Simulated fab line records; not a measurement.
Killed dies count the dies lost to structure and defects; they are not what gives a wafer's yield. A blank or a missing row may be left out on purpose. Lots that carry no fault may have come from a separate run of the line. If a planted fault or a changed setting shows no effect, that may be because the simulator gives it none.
Code-filled problem report in 8D (eight disciplines) form | flow gf180mcu | the parts of the form that need people (team, actions taken, sign-off) are left out

## 1. WHAT WENT WRONG
Mean of heater-power-total-W at GF_V5_PEB_12: 88.29 W across 6 wafers in 2 lots; on wafers with no fault it is 85.69 W (standard deviation 0.078). Measured from the usual mean, that is +33 standard deviations.
The step: peb time 90 s.
Earliest sighting: wafer L637.1 on litho-track-01 at day 30 09:55. At this step, 18 wafers from 6 lots have a number in the record. Rule for "out", or "out of limits": more than 4 standard deviations from the usual mean. The rest of the wafers with a number are treated as sound.

## 2. WHAT IT IS, WHAT IT ISN'T
question                    | is                     | is not
which readings at this step | heater-power-total-W   | -
which lots                  | L637, L638             | L629, L645, L647, L650
which wafers of those lots  | all that have a number | -
read on which tools         | litho-track-01         | litho-track-02, litho-track-03
when                        | from day 30 09:55      | up to then (3 sound wafers); but 9 sound wafers of L645, L647, L650 came after

## 3. WHAT RULES OUT EACH SUSPECT
Counting: a tool at a process step up to the reading stays a suspect if it ran every lot that is out and no sound lot after the first of them.
- cmp-02 at GF_V5_CMP_04 (polishes SiO2): ruled out as a lasting fault. Following L637 (day 29 16:05), the first lot on it that is out, the sound lots L647, L650 were run on it.
- litho-track-01 at GF_V5_PEB_12 (peb time 90 s): kept. All lots that are out passed through it, beginning with L637 at day 30 09:55, and no sound lot followed; its final sound lot before that point was L629 at day 28 00:46. Its own heater-power-total-W readings are out on those wafers.
The count leaves litho-track-01 at GF_V5_PEB_12.

## 4. THE CAUSE (what the simulator had put in)
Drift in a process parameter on litho-track-01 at GF_V5_PEB_12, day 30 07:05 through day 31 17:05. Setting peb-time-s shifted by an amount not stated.
Counting left only this tool.

## 5. THE EFFECT CHAIN, in route order
Rows list readings where the struck wafers' mean (over those with a number) sits beyond 3 standard deviations from the usual. Only readings whose record carries a usual standard deviation are examined. hours: median over the lots of the time between each lot's start at the first step of this table that gives one and its start at this step. sigmas: the change, counted in usual standard deviations.
hours | step         | reading              | usual   | on struck wafers | change | sigmas
0     | GF_V5_PEB_12 | heater-power-total-W | 85.69 W | 88.29            | +2.60  | +33
Here are the process steps it includes:
- GF_V5_PEB_12: peb time 90 s.
At these later measuring or inspecting steps, every struck wafer for which the step has a row has a number for every such reading, and none has moved that far: GF_V5_CD_MEAS_14, GF_V5_OVL_MEAS_15.

## 6. WHAT WOULD HAVE CAUGHT IT SOONER
3 hours passed between the start of the fault at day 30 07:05 and the first reading out of limits in this record, taken at day 30 09:55.
